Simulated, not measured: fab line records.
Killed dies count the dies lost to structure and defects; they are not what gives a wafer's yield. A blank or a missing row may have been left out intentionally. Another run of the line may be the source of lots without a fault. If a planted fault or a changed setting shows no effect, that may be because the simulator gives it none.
Problem report in the 8D (eight disciplines) form, filled by code + flow sky130 + the parts of the form that need people (team, actions taken, sign-off) are left out

== 1. THE ISSUE ==
LOCAL_INTERCONNECT_OVL at SKY_LOCAL_INTERCONNECT_OVL_MEAS_12 reads a mean of 71 nm on 9 wafers of 3 lots; wafers without a fault read 2 nm with a standard deviation of 5.8. That puts it +12 standard deviations away from the usual mean.
First seen on wafer L488.2, day 31 18:17, on overlay-01. Wafers with a number at this step in the record: 39, from 13 lots. Rule for "out" (also "out of limits"): further than 4 standard deviations from the usual mean. All remaining wafers that have a number are taken as sound.

== 2. WHAT IT IS; WHAT IT IS NOT ==
| question                    | is                     | is not                                                                                                  |
|-----------------------------|------------------------|---------------------------------------------------------------------------------------------------------|
| which readings at this step | LOCAL_INTERCONNECT_OVL | -                                                                                                       |
| which lots                  | L488, L490, L491       | L485, L486, L487, L489, L492, L496, L497, L503, L504, L506                                              |
| which wafers of those lots  | all that have a number | -                                                                                                       |
| read on which gauges        | overlay-01, overlay-02 | -                                                                                                       |
| when                        | from day 31 18:17      | up to then (9 sound wafers); but 21 sound wafers of L489, L492, L496, L497, L503, L504, L506 came after |

== 3. WHAT RULES OUT EACH SUSPECT ==
Counting: a tool at a process step up to the reading stays a suspect if it ran every lot that is out and no sound lot after the first of them.
- ruled out: the gauge at SKY_LOCAL_INTERCONNECT_OVL_MEAS_12. Those wafers that are out were read across 2 gauges (overlay-01, overlay-02).
- krf_scanner-02 at SKY_LOCAL_INTERCONNECT_EXPOSE_08 (exposes mask LI1M, target cd 170 nm): kept. Every lot that is out went through it, starting with L488 (day 31 04:08), and after that it ran no sound lot; the last sound lot it ran before then is L487 (day 30 20:56).
Remaining after the count: krf_scanner-02 at SKY_LOCAL_INTERCONNECT_EXPOSE_08.

== 4. THE CAUSE (what the simulator had put in) ==
Scanner matching overlay: krf_scanner-02, from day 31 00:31 on, at SKY_LOCAL_INTERCONNECT_EXPOSE_08. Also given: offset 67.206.
The count eliminated every tool but this one.

== 5. SEQUENCE OF EFFECTS, ordered by route ==
Each row: a reading whose mean over the struck wafers that have a number lies more than 3 standard deviations from the usual. Only readings for which the record gives a usual standard deviation are gone through. hours: the time from each lot's start at the first step in this table that gives one to its start at this step, as a median over the lots. sigmas: the change in usual standard deviations.
| hours | step                               | reading                | usual | on struck wafers | change | sigmas |
|-------|------------------------------------|------------------------|-------|------------------|--------|--------|
| 0     | SKY_LOCAL_INTERCONNECT_OVL_MEAS_12 | LOCAL_INTERCONNECT_OVL | 2 nm  | 71               | +69    | +12    |

== 6. HOW IT WOULD HAVE BEEN CAUGHT EARLIER ==
Counted from the fault's start at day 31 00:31, it took 18 hours until the first out-of-limits reading at a measuring or inspecting step in this record, taken at day 31 18:17.
Among the 3 lots that are out, L491 began SKY_LOCAL_INTERCONNECT_EXPOSE_08 on krf_scanner-02 after day 31 18:17. It would have been spared by a hold on the tool at that moment.
